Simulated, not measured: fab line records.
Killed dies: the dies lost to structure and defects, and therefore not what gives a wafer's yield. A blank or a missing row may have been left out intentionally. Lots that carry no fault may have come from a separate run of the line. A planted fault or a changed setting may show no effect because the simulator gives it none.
Problem report, 8D (eight disciplines) form, completed by code    flow sfq_line    the parts of the form that need people (team, actions taken, sign-off) are left out

## 1. THE PROBLEM
Wafers without a fault read 494.9 W, standard deviation 2; rf_fwd_power_W at SFQ_TRILAYER_C5_BARC_OPEN_VIA_ETCH_210 reads a mean of 296.4 W on 6 wafers belonging to 2 lots. So: -99 or more standard deviations from the usual mean.
The step: etches BARC in O2, target depth 125 nm, time 41.7 s.
Earliest sighting: wafer L914.1 on rie_diel-02 at day 69 12:01. Wafers with a number at this step in the record: 42, from 14 lots. Rule for "out" (also "out of limits"): further than 4 standard deviations from the usual mean. The rest of the wafers with a number are treated as sound.

## 2. WHAT IT IS, AND WHAT IT ISN'T
question                     is                      is not
which readings at this step  rf_fwd_power_W          drypump_motor_current_A, oes_product_au
which lots                   L914, L917              L896, L897, L898, L899, L901, L902, L903, L904, L905, L907, L908, L909
which wafers of those lots   all that have a number  -
read on which tools          rie_diel-02             rie_diel-01, rie_diel-04
when                         from day 69 12:01       up to then (36 sound wafers)

## 3. THE SUSPECTS, EACH WITH WHAT RULES IT OUT
Counting: a tool stays on the suspect list if, at a process step up to the reading, it processed all lots that are out and no sound lot following the first of them.
- rie_diel-02 at SFQ_TRILAYER_C5_BARC_OPEN_VIA_ETCH_210 (etches BARC in O2, target depth 125 nm, time 41.7 s): kept. Every lot that is out went through it, starting with L914 (day 69 12:01), and after that it ran no sound lot; the last sound lot it ran before then is L905 (day 66 22:01). Its own rf_fwd_power_W readings are out on those wafers.
After counting, what remains is rie_diel-02 at SFQ_TRILAYER_C5_BARC_OPEN_VIA_ETCH_210.

## 4. THE CAUSE (what the simulator had put in)
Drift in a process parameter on rie_diel-02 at SFQ_TRILAYER_C5_BARC_OPEN_VIA_ETCH_210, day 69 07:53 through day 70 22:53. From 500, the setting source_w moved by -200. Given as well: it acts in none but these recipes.
Only this tool survived the counting.

## 5. SEQUENCE OF EFFECTS, ordered by route
Rows list readings where the struck wafers' mean (over those with a number) sits beyond 3 standard deviations from the usual. Only readings whose record carries a usual standard deviation are examined. hours: median over the lots of the time between each lot's start at the first step of this table that gives one and its start at this step. sigmas: the change, counted in usual standard deviations.
hours  step                                    reading         usual    on struck wafers  change  sigmas
0      SFQ_TRILAYER_C5_BARC_OPEN_VIA_ETCH_210  rf_fwd_power_W  494.9 W  296.4             -198.5  -99 or more
It contains these process steps:
- SFQ_TRILAYER_C5_BARC_OPEN_VIA_ETCH_210: etches BARC in O2, target depth 125 nm, time 41.7 s.
At these later measuring or inspecting steps, every struck wafer for which the step has a row has a number for every such reading, and none has moved that far: SFQ_I6_BOW_MEAS_941.

## 6. WHAT WOULD HAVE CAUGHT IT SOONER
In this record the first reading out of limits was taken at day 69 12:01, 4 hours after the fault began at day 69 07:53.
